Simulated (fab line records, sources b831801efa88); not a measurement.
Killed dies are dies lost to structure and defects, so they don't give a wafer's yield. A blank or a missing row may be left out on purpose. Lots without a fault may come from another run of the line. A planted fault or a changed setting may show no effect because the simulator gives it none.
Chamber matching | flow gf180mcu | GF_STI_ETCH_14 on rie_si-01: 4 sister chambers
The step etches Si in HBr/Cl2/O2, target depth 360 nm, time 102.9 s. 14 wafers are shown with their chamber, then 7 later ones without.

WAFERS WITH THEIR CHAMBER
wafer  | chamber | drypump_motor_current_A (A) | oes_product_au (a.u.) | throttle_valve_pct (%)
L377.1 | 1       | 6.9                         | 0.991                 | 25.691
L377.3 | 2       | 5.4                         | 1.013                 | 25.652
L377.4 | 0       | 6.0                         | 1.004                 | 25.638
L378.1 | 2       | 5.5                         | 1.009                 | 25.648
L378.2 | 1       | 6.8                         | 0.990                 | 25.659
L378.3 | 0       | 6.0                         | 1.016                 | 25.666
L380.2 | 3       | 6.3                         | 1.016                 | 25.645
L380.5 | 3       | 6.3                         | 1.010                 | 25.638
L380.6 | 0       | 6.0                         | 0.997                 | 25.667
L388.2 | 3       | 6.2                         | 1.007                 | 25.664
L388.3 | 2       | 5.5                         | 1.021                 | 25.646
L388.5 | 0       | 6.0                         | 1.011                 | 25.647
L391.1 | 3       | 6.2                         | 1.011                 | 25.654
L391.3 | 0       | 6.0                         | 1.008                 | 25.653

SIGNATURES (means of the wafers above)
reading                 | chamber 0 | chamber 1 | chamber 2 | chamber 3 | scatter within a chamber
drypump_motor_current_A | 6.000     | 6.850     | 5.467     | 6.250     | 0.0465
oes_product_au          | 1.00720   | 0.99050   | 1.01433   | 1.01100   | 0.00569
throttle_valve_pct      | 25.65420  | 25.67500  | 25.64867  | 25.65025  | 0.0124
Rule: a wafer's distance from a chamber is the root of the sum, over the readings, of the square of ((its reading less the chamber's mean) divided by the reading's scatter). The wafer belongs to the nearest chamber; if the next one is less than 2 further off, it can't be placed. The scatter: the root of (the sum of the squares of (reading less its chamber's mean) over the shown wafers, divided by (wafers less chambers)).

WAFERS WITHOUT THEIR CHAMBER
wafer  | drypump_motor_current_A (A) | oes_product_au (a.u.) | throttle_valve_pct (%)
L391.4 | 6.2                         | 1.021                 | 25.634
L393.1 | 5.5                         | 1.017                 | 25.650
L393.4 | 6.2                         | 1.000                 | 25.648
L393.6 | 5.5                         | 1.010                 | 25.643
L394.2 | 6.0                         | 1.004                 | 25.657
L394.4 | 5.5                         | 1.012                 | 25.654
L394.5 | 6.0                         | 1.000                 | 25.653

WHICH CHAMBER EACH WENT THROUGH
wafer  | from the rows above | in truth
L391.4 | 3                   | 3
L393.1 | 2                   | 2
L393.4 | 3                   | 3
L393.6 | 2                   | 2
L394.2 | 0                   | 0
L394.4 | 2                   | 2
L394.5 | 0                   | 0
Placed correctly: 7 of 7. Can't be placed from these rows: 0. Placed wrongly: 0.
